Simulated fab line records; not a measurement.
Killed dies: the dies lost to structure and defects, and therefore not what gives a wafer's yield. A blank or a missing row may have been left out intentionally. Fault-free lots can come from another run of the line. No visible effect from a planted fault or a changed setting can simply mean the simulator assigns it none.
fab line records ; flow gf180mcu
[record] lots = 6; wafers = 18; last-day = 35
route steps=602 shown HV_LDD@182
lots with no fault: from the same line, run without faults
start-h: hours from the record's opening day to when the first of the lot's shown wafers began ; wait-h: hours from the lot's prior step to this one ; " unchanged from the row above ; L1.1+2: one row covering several wafers at once ; - no value, or no start was given ; * or withheld: withheld ; < > ~ a bound
route shown NAME@n: NAME is a module with steps in the file, n the number in the route of the first one ; usual: average and standard deviation across the fault-free wafers ; same: alike in all rows ; chamber/n: place in a boat ; sites: the reading at each site ; _std_site: the standard deviation of these ; _edge_site: mean of outer sites minus mean of inner sites ; radius-mm: for every site, how far away it sits from the centre of the wafer ; mask NAME#n: copy n ; behind: the most recent tool/chamber to have shaped the wafer ; hold: why the lot was held/for how many hours/how that ended ; device: names the non-switching transistor (n, p or np) ; end of line: the route-end tests of the same wafers ; for a step that has no rows: nothing shown but its recipe ; killed: dies that structure and defects cost at the first sort, which is not the same as the wafer's yield ; map: dies across one wafer; x = killed, . = not, _ = none there
set.NAME: the run value of the setting; set.NAME@STEP: its run value at that earlier step ; model.NAME: the simulator's own value behind a step, which no gauge read
lots seen at some steps along the route; tables by step, rows by wafer
services: from which hour (start-h, from the record's first day; less than 0 if before it) a tool's chamber was out of use, for how many hours, and why
[[steps]]
[step GF_HV_LDD_DEVELOP_06]
[recipe] develop-time-s = 60; dev-temp-c = 23
[step GF_HV_LDD_CD_MEAS_07]
[recipe] target-cd-nm = 400
[usual] cd-nm = 401.0/2.1
lot.wafer;tool;chamber;start-h;wait-h;cd-nm
L915.2;cd-sem-01;-;298.63;0.1;398.0
L915.4;cd-sem-01;-;298.63;0.1;400.4
L915.5;cd-sem-01;-;298.63;0.1;399.5
L921.3;cd-sem-01;-;344.35;0.1;400.1
L921.4;cd-sem-01;-;344.35;0.1;402.1
L921.5;cd-sem-01;-;344.35;0.1;400.8
L922.1;cd-sem-01;-;360.06;0.1;403.4
L922.5;cd-sem-01;-;360.06;0.1;403.5
L922.6;cd-sem-01;-;360.06;0.1;401.3
L925.1;cd-sem-01;-;383.71;0.1;401.1
L925.2;cd-sem-01;-;383.71;0.1;400.7
L925.4;cd-sem-01;-;383.71;0.1;399.5
L926.1;cd-sem-01;-;388.71;0.1;400.0
L926.2;cd-sem-01;-;388.71;0.1;400.8
L926.5;cd-sem-01;-;388.71;0.1;399.3
L927.1;cd-sem-02;-;397.16;0.1;401.1
L927.4;cd-sem-02;-;397.16;0.1;402.7
L927.5;cd-sem-02;-;397.16;0.1;402.9
[step GF_HV_LDD_OVL_MEAS_08]
[usual] HV_LDD_OVL = -0.9/1.5
lot.wafer;tool;chamber;start-h;wait-h;HV_LDD_OVL[nm]
L915.2;overlay-02;-;298.74;0.1;0.5
L915.4;overlay-02;-;298.74;0.1;0.1
L915.5;overlay-02;-;298.74;0.1;1.5
L921.3;overlay-02;-;344.44;0.1;-0.1
L921.4;overlay-02;-;344.44;0.1;-0.5
L921.5;overlay-02;-;344.44;0.1;-0.7
L922.1;overlay-02;-;360.18;0.1;-1.4
L922.5;overlay-02;-;360.18;0.1;-3.0
L922.6;overlay-02;-;360.18;0.1;-1.6
L925.1;overlay-02;-;383.83;0.1;-0.8
L925.2;overlay-02;-;383.83;0.1;-0.2
L925.4;overlay-02;-;383.83;0.1;-0.6
L926.1;overlay-02;-;388.83;0.1;-2.7
L926.2;overlay-02;-;388.83;0.1;-3.5
L926.5;overlay-02;-;388.83;0.1;-1.0
L927.1;overlay-02;-;397.28;0.1;-3.7
L927.4;overlay-02;-;397.28;0.1;-2.3
L927.5;overlay-02;-;397.28;0.1;-2.7
[step GF_HV_LDD_IMPLANT_09]
[recipe] species = As; energy-kev = 40; dose-cm2 = 1e+14; tilt-deg = 7
[step GF_HV_LDD_STRIP_10]
[recipe] chemistry = O2/N2; power-w = 1400; pressure-mtorr = 1500; platen-temp-c = 250; o2-flow-sccm = 3000; n2-flow-sccm = 300; overash-fraction = 0.5
[usual] drypump-motor-current-A = 5.5/0.37; heater-power-w = 350/33; oes-product-au = 0.716/0.0045; strip-time-to-endpoint-s = 12.63/0.042
lot.wafer;tool;chamber;start-h;wait-h;drypump-motor-current-A;heater-power-w;oes-product-au;rf-hours-counter-h;strip-time-to-endpoint-s
L915.2;plasma-asher-03;0;298.92;0.1;5.9;411;0.705;67;12.63
L915.4;plasma-asher-03;0;298.92;0.1;6.0;403;0.711;-;12.62
L915.5;plasma-asher-03;1;298.92;0.1;4.8;298;0.717;-;12.65
L921.3;plasma-asher-02;0;344.65;0.1;5.6;323;0.717;-;12.60
L921.4;plasma-asher-02;1;344.65;0.1;5.9;332;0.720;-;12.64
L921.5;plasma-asher-02;1;344.65;0.1;5.9;324;0.718;-;12.59
L922.1;plasma-asher-02;0;360.37;0.1;5.5;325;0.706;22;12.63
L922.5;plasma-asher-02;0;360.37;0.1;5.6;324;0.715;-;12.63
L922.6;plasma-asher-02;1;360.37;0.1;5.9;317;0.719;-;12.70
L925.1;plasma-asher-02;0;384.01;0.1;5.6;328;0.719;24;12.68
L925.2;plasma-asher-02;1;384.01;0.1;5.9;331;0.712;24;12.72
L925.4;plasma-asher-02;0;384.01;0.1;5.6;327;0.712;-;12.69
L926.1;plasma-asher-02;1;389.01;0.1;5.9;317;0.719;25;12.62
L926.2;plasma-asher-02;0;389.01;0.1;5.6;324;0.704;25;12.65
L926.5;plasma-asher-02;1;389.01;0.1;5.9;323;0.717;-;12.62
L927.1;plasma-asher-04;1;397.47;0.1;5.7;390;0.721;59;12.62
L927.4;plasma-asher-04;0;397.47;0.1;5.0;363;0.723;-;12.66
L927.5;plasma-asher-04;1;397.47;0.1;5.7;384;0.719;-;12.59
[step GF_HV_LDD_TW_MEAS_11]
[usual] HV_LDD_TW = 2424/28
lot.wafer;tool;chamber;start-h;wait-h;HV_LDD_TW
L915.2;film-metro-04;-;299.03;0.1;2454
L915.4;film-metro-04;-;299.03;0.1;2447
L915.5;film-metro-04;-;299.03;0.1;2452
L921.3;film-metro-04;-;344.74;0.1;2438
L921.4;film-metro-04;-;344.74;0.1;2440
L921.5;film-metro-04;-;344.74;0.1;2451
L922.1;film-metro-04;-;360.47;0.1;2460
L922.5;film-metro-04;-;360.47;0.1;2456
L922.6;film-metro-04;-;360.47;0.1;2448
L925.1;film-metro-03;-;384.11;0.1;2394
L925.2;film-metro-03;-;384.11;0.1;2381
L925.4;film-metro-03;-;384.11;0.1;2373
L926.1;film-metro-04;-;389.11;0.1;2448
L926.2;film-metro-04;-;389.11;0.1;2442
L926.5;film-metro-04;-;389.11;0.1;2423
L927.1;film-metro-01;-;397.57;0.1;2452
L927.4;film-metro-01;-;397.57;0.1;2461
L927.5;film-metro-01;-;397.57;0.1;2433
[step GF_HV_LDD_DEHYDRATE_12]
[recipe] temp-c = 200; time-s = 60
[step GF_HV_LDD_HMDS_13]
[recipe] prime-time-s = 60; prime-temp-c = 120
[step GF_HV_LDD_COAT_14]
[recipe] resist = NOVOLAK; spin-rpm = 3000; resist-thk-nm = 1000
[step GF_HV_LDD_SOFTBAKE_15]
[recipe] temp-c = 90; time-s = 60; resist = NOVOLAK
[step GF_HV_LDD_EXPOSE_16]
[recipe] mask-id = Pplus_LV_AREA; target-cd-nm = 400; na = 0.6; source-shape = conventional; sigma-outer = 0.6; dose-mj = 140
[step GF_HV_LDD_PEB_17]
[recipe] temp-c = withheld; time-s = *; resist = NOVOLAK
[step GF_HV_LDD_DEVELOP_18]
[recipe] develop-time-s = 60; dev-temp-c = 23
[usual] chill-plate-temp-C = 22.99/0.13; develop-time-s = 60/0
lot.wafer;tool;chamber;start-h;wait-h;chill-plate-temp-C;develop-time-s
L915.2;litho-track-03;0;319.59;0.1;22.77;60
L915.4;litho-track-03;0;319.59;0.1;22.77;60
L915.5;litho-track-03;0;319.59;0.1;23.01;60
L921.3;litho-track-03;-;366.56;0.1;-;-
L921.4;litho-track-03;-;366.56;0.1;-;-
L921.5;litho-track-03;-;366.56;0.1;-;-
L922.1;litho-track-02;-;383.86;0.1;-;-
L922.5;litho-track-02;-;383.86;0.1;-;-
L922.6;litho-track-02;-;383.86;0.1;-;-
L925.1;litho-track-03;0;407.66;0.1;22.83;60
L925.2;litho-track-03;0;407.66;0.1;22.99;60
L925.4;litho-track-03;0;407.66;0.1;23.02;60
L926.1;litho-track-02;0;412.76;0.1;22.92;60
L926.2;litho-track-02;0;412.76;0.1;22.92;60
L926.5;litho-track-02;0;412.76;0.1;22.92;60
L927.1;litho-track-03;0;421.11;0.1;23.00;60
L927.4;litho-track-03;0;421.11;0.1;23.06;60
L927.5;litho-track-03;0;421.11;0.1;22.96;60
[step GF_HV_LDD_CD_MEAS_19]
[recipe] target-cd-nm = 400
[usual] cd-nm = 400.8/2.1
lot.wafer;tool;chamber;start-h;wait-h;cd-nm
L915.2;cd-sem-02;-;319.73;0.1;402.5
L915.4;cd-sem-02;-;319.73;0.1;402.3
L915.5;cd-sem-02;-;319.73;0.1;403.2
L921.3;cd-sem-01;-;366.70;0.1;-
L921.4;cd-sem-01;-;366.70;0.1;-
L921.5;cd-sem-01;-;366.70;0.1;-
L922.1;cd-sem-02;-;384.01;0.1;-
L922.5;cd-sem-02;-;384.01;0.1;-
L922.6;cd-sem-02;-;384.01;0.1;-
L925.1;cd-sem-02;-;407.81;0.1;402.3
L925.2;cd-sem-02;-;407.81;0.1;400.7
L925.4;cd-sem-02;-;407.81;0.1;400.1
L926.1;cd-sem-02;-;412.91;0.1;397.2
L926.2;cd-sem-02;-;412.91;0.1;396.8
L926.5;cd-sem-02;-;412.91;0.1;397.8
L927.1;cd-sem-01;-;421.26;0.1;404.9
L927.4;cd-sem-01;-;421.26;0.1;403.0
L927.5;cd-sem-01;-;421.26;0.1;403.5
[[services]]
tool;chamber;start-h;hours;kind
plasma-asher-02;-;277.30;6.2;repair
plasma-asher-04;-;288.04;3.2;repair
plasma-asher-02;-;346.42;10.3;pm
litho-track-02;-;419.66;-;consumable-replace:filter
[[key]]
[first-sign] step = GF_HV_LDD_DEVELOP_18; reading = tool-record; direction = missing
effect none on later readings
met-at GF_HV_LDD_DEVELOP_18
struck-wafers L921.3,L921.4,L921.5,L922.1,L922.5,L922.6
later-rows-left-out L921.3,L921.4,L921.5,L922.1,L922.5,L922.6
sort-left-out L921.3,L921.4,L921.5,L922.1,L922.5,L922.6
tester-left-out L921,L922
onset-between 319.59 366.56
[fault] kind = skipped-step-whole; tool = litho-track-02,litho-track-03; chamber = -; onset-h = 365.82; steps = GF_HV_LDD_DEVELOP_18; scope = struck-lots-only
// tester-left-out: of these lots the tester's yield and bins aren't shown, on N5 and GAA mostly nor the transistor test; their killed dies are dies lost to structure and defects alone, not to doping, threshold or leakage, so they don't give the yield
// sort-left-out: the simulated sort isn't trusted on such a fault, so these wafers' sort isn't shown, and their yield isn't known
// later-rows-left-out: the simulator's readings of these wafers behind a module that went badly wrong aren't trusted and aren't shown, but for the sort
